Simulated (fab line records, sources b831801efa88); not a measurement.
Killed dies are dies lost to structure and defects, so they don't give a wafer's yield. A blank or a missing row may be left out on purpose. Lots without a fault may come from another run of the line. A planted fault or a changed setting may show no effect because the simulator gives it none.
Which tool did it? | flow sky130 | 13 lots, 37 wafers sampled, at 6 steps of a route of 708

WHAT THE GAUGES READ, wafer by wafer
SKY_SD_N_RS_MEAS_16: measures by four-point-probe.
lot  | measured     | on            | SD_N_RS (ohm/sq)
L272 | day 28 11:50 | film_metro-02 | 68.57 68.44 68.32
L270 | day 28 13:12 | film_metro-02 | 68.65 68.59 68.58
L275 | day 29 15:23 | film_metro-02 | 68.59 68.39 68.49
L274 | day 29 16:20 | film_metro-04 | 68.61 68.53 68.56
L277 | day 31 01:07 | film_metro-02 | 68.35 68.52 68.25
L279 | day 31 18:35 | film_metro-04 | 68.79 68.72 68.66
L278 | day 31 22:17 | film_metro-02 | 68.62 68.36 68.39
L281 | day 32 01:05 | film_metro-04 | 68.58 68.57 68.50
L280 | day 32 04:04 | film_metro-04 | 68.48 68.60
L282 | day 32 04:43 | film_metro-04 | 68.73 68.58
L291 | day 35 00:11 | film_metro-04 | 68.53 68.71 68.66
L293 | day 35 06:46 | film_metro-04 | 68.52 68.47 68.54
L292 | day 35 08:31 | film_metro-04 | 68.51 68.71 68.69

SKY_LI_CONTACT_THK_MEAS_01.
lot  | measured     | on            | LI_CONTACT_HDPCVD_THK (nm)
L272 | day 28 12:18 | film_metro-02 | 912 920 929
L270 | day 28 13:40 | film_metro-01 | 926 928 920
L275 | day 29 15:52 | film_metro-02 | 931 933 937
L274 | day 29 16:49 | film_metro-01 | 926 935 949
L277 | day 31 01:36 | film_metro-04 | 919 912 925
L279 | day 31 19:04 | film_metro-02 | 914 918 935
L278 | day 31 22:44 | film_metro-04 | 1596 931 903
L281 | day 32 01:34 | film_metro-01 | 923 916 921
L280 | day 32 04:33 | film_metro-02 | 931 1580
L282 | day 32 05:12 | film_metro-04 | 923 1591
L291 | day 35 00:40 | film_metro-04 | 934 914 908
L293 | day 35 07:18 | film_metro-02 | 952 940 939
L292 | day 35 08:58 | film_metro-04 | 935 929 923

SKY_LI_CONTACT_BOW_MEAS_03.
lot  | measured     | on            | LI_CONTACT_BOW (um)
L272 | day 28 12:41 | film_metro-02 | 68 65 68
L270 | day 28 14:02 | film_metro-02 | 62 66 66
L275 | day 29 16:13 | film_metro-02 | 52 66 61
L274 | day 29 17:19 | film_metro-02 | 55 59 63
L277 | day 31 01:58 | film_metro-02 | 60 46 47
L279 | day 31 19:25 | film_metro-02 | 61 55 54
L278 | day 31 23:07 | film_metro-02 | 51 57 52
L281 | day 32 02:11 | film_metro-04 | 50 44 38
L280 | day 32 05:04 | film_metro-01 | 41 65
L282 | day 32 06:16 | film_metro-01 | 57 48
L291 | day 35 01:02 | film_metro-04 | 56 50 59
L293 | day 35 07:40 | film_metro-04 | 62 58 54
L292 | day 35 09:21 | film_metro-04 | 56 52 54

SKY_LI_CONTACT_OVL_MEAS_13.
lot  | measured     | on         | LI_CONTACT_OVL (nm)
L272 | day 29 17:12 | overlay-01 | 1 5 2
L270 | day 29 18:48 | overlay-02 | -6 -11 0
L275 | day 30 20:28 | overlay-02 | -4 -1 2
L274 | day 30 21:54 | overlay-01 | 4 5 6
L277 | day 32 05:33 | overlay-01 | 7 8 7
L279 | day 32 23:26 | overlay-02 | 2 0 -1
L278 | day 33 03:12 | overlay-01 | 0 5 0
L281 | day 33 05:20 | overlay-02 | -6 -2 8
L280 | day 33 09:09 | overlay-01 | 2 0
L282 | day 33 10:09 | overlay-02 | 1 -9
L291 | day 36 03:53 | overlay-02 | 7 8 8
L293 | day 36 10:38 | overlay-01 | -3 -4 -1
L292 | day 36 12:24 | overlay-02 | 4 3 0

WHICH TOOL RAN EACH LOT (tool, then ch and the chambers of the sampled wafers, then the start)
lot  | SKY_LI_CONTACT_HDPCVD_00         | SKY_LI_CONTACT_CMP_02
L272 | hdpcvd-02 ch 0,1,2, day 28 12:11 | cmp-02 ch 1,2, day 28 12:23
L270 | hdpcvd-02 ch 1,2, day 28 13:34   | cmp-01 ch 0,2,3, day 28 13:49
L275 | hdpcvd-01 ch 0,1,2, day 29 15:46 | cmp-02 ch 0,1,3, day 29 15:58
L274 | hdpcvd-01 ch 0,1,2, day 29 16:43 | cmp-01 ch 0,1,3, day 29 17:04
L277 | hdpcvd-02 ch 0,1, day 31 01:29   | cmp-01 ch 0,2,3, day 31 01:40
L279 | hdpcvd-02 ch 0,2, day 31 18:57   | cmp-01 ch 0,1,2, day 31 19:16
L278 | hdpcvd-02 ch 0,1,2, day 31 22:37 | cmp-01 ch 0,2,3, day 31 22:50
L281 | hdpcvd-01 ch 1,2, day 32 01:28   | cmp-01 ch 0,1,3, day 32 01:59
L280 | hdpcvd-02 ch 1,2, day 32 04:26   | cmp-02 ch 0,2, day 32 04:52
L282 | hdpcvd-02 ch 0,1, day 32 05:06   | cmp-02 ch 1,2, day 32 05:58
L291 | hdpcvd-02 ch 0,1, day 35 00:32   | cmp-02 ch 0,1,2, day 35 00:49
L293 | hdpcvd-01 ch 1, day 35 07:08     | cmp-01 ch 0,3, day 35 07:22
L292 | hdpcvd-02 ch 0,1,2, day 35 08:50 | cmp-02 ch 0,2,3, day 35 09:04
- SKY_LI_CONTACT_HDPCVD_00: deposits PSG, target thk 930 nm, time 155 s.
- SKY_LI_CONTACT_CMP_02: polishes PSG.

WHAT THE TOOLS THEMSELVES READ (means of the sampled wafers that have a number; where no wafer has one, the mark that the record gives instead)
SKY_LI_CONTACT_CMP_02.
lot  | tool   | motor_current_A (A) | platen_rpm (rpm) | time_to_endpoint_s (s)
L272 | cmp-02 | 10.7                | 60.03            | 31
L270 | cmp-01 | 12.4                | 59.98            | 28
L275 | cmp-02 | 10.8                | 59.97            | 35
L274 | cmp-01 | 12.1                | 60.02            | 26
L277 | cmp-01 | 12.4                | 60.01            | 28
L279 | cmp-01 | 11.6                | 59.99            | 29
L278 | cmp-01 | 12.1                | 60.02            | 47
L281 | cmp-01 | 12.1                | 59.99            | 25
L280 | cmp-02 | 12.2                | 60.03            | 64
L282 | cmp-02 | 11.4                | 60.00            | 62
L291 | cmp-02 | 11.2                | 60.01            | 30
L293 | cmp-01 | 12.0                | 59.96            | 29
L292 | cmp-02 | 11.6                | 60.00            | 35

THE ANSWER, worked out from the rows above alone
Rule: what is usual is taken from the lots themselves. Put in order of their means at a reading, lots are off if they are a third of the lots or fewer, leave a main group of 4 or more, and stand apart from it by a gap of 3 or more times the standard deviation of the main group's means; of several such gaps the widest counts. A main group whose means are all the same, to the digits that the tables above print for the reading, isn't used. A lot without any number at a reading at which 4 lots or more have one is off too. The other lots that the step has rows for count as sound. The gauges are gone through in route order, then the tools' own readings, and for those a lot's mean is taken as printed above. The first step at which some lot is off is used, and at that step the reading that is off furthest; a lot without a number counts as furthest.
Off: L278, L280, L282, at SKY_LI_CONTACT_THK_MEAS_01 (LI_CONTACT_HDPCVD_THK). The main group: mean 927 nm, standard deviation 8.2.
A tool fits if, at a process step before that reading, it ran every lot that is off, and no sound lot after the first of them. The gauges at SKY_LI_CONTACT_THK_MEAS_01 aren't tried: what is off there is off at SKY_LI_CONTACT_CMP_02 too, on other tools, and a gauge's error can't cause that. None of those tried fits.

WHAT THE SIMULATOR HAD PUT IN
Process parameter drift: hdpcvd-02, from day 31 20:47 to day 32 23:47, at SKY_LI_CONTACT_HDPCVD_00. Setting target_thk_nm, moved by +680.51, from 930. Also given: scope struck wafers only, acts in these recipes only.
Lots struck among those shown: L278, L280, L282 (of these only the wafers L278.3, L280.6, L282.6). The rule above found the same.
